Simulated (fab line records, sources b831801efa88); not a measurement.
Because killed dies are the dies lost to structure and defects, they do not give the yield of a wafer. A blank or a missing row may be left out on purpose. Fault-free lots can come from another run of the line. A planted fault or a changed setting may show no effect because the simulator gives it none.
One fault seen from 2 desks | flow gf180mcu | only its own numbers are on each desk; what lay behind them is given at the end

## METROLOGY DESK
What the gauges read, lot by lot, whatever tool the lot ran on: means of the sampled wafers that have a number. Any lot whose mean is over 4 standard deviations away from the usual mean is out of limits and marked OUT; that distance is given in the brackets.
Columns: A = V5_CVD_02_THK at GF_V5_THK_MEAS_03, usual 1454 nm
lot  | first seen here | A
L218 | day 26 16:10    | 1465
L219 | day 26 18:30    | 1447
L220 | day 26 22:55    | 1466
L221 | day 27 19:41    | 1463
L222 | day 27 20:16    | 1449
L224 | day 28 13:34    | 1456
L228 | day 29 23:53    | 1531 (+5.2) OUT
L229 | day 30 02:23    | 1515 (+4.0) OUT
L237 | day 32 03:24    | 1434
L238 | day 32 07:35    | 1444
L239 | day 32 13:56    | 1464
L240 | day 32 18:47    | 1469
Per this desk, out of limits: L228, L229; the first was L228, day 29 23:53 (V5_CVD_02_THK at GF_V5_THK_MEAS_03). L218, L219, L220, L221, L222, L224, L237, L238, L239, L240: within limits.

## AT THE TOOL OWNER'S DESK: pecvd-02
The tool's own readings at GF_V5_CVD_02 (deposits SiO2 from TEOS, target thk 1450 nm, time 163.28 s): means of the sampled wafers that have a number, for each lot that ran on this tool. Any lot whose mean is over 4 standard deviations away from the usual mean is out of limits and marked OUT; that distance is given in the brackets.
Columns: A = heater_power_w at GF_V5_CVD_02, usual 598 W; B = rf_fwd_power_W at GF_V5_CVD_02, usual 597.8 W
lot  | first seen here | A   | B
L221 | day 27 19:34    | 642 | 598.7
L228 | day 29 23:47    | 557 | 597.5
L229 | day 30 02:17    | 628 | 597.2
This desk's verdict: no lot among the 3 shows anything out of limits.

## ALL TOGETHER
On L228, L229, the metrology desk was in a position to raise an alarm at day 29 23:53.
The tool owner's desk saw nothing out of limits.
The tool owner's desk has L228, L229 on record, within its limits.
GF_V5_CVD_02 was run on pecvd-02 by each of the lots named.

## WHAT HAD BEEN PUT IN BY THE SIMULATOR
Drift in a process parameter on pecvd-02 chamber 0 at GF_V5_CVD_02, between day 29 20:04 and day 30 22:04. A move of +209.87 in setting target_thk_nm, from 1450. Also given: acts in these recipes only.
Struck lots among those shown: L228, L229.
Time in hours between the start of the fault and the first out-of-limits reading at each desk: metrology desk, 4.
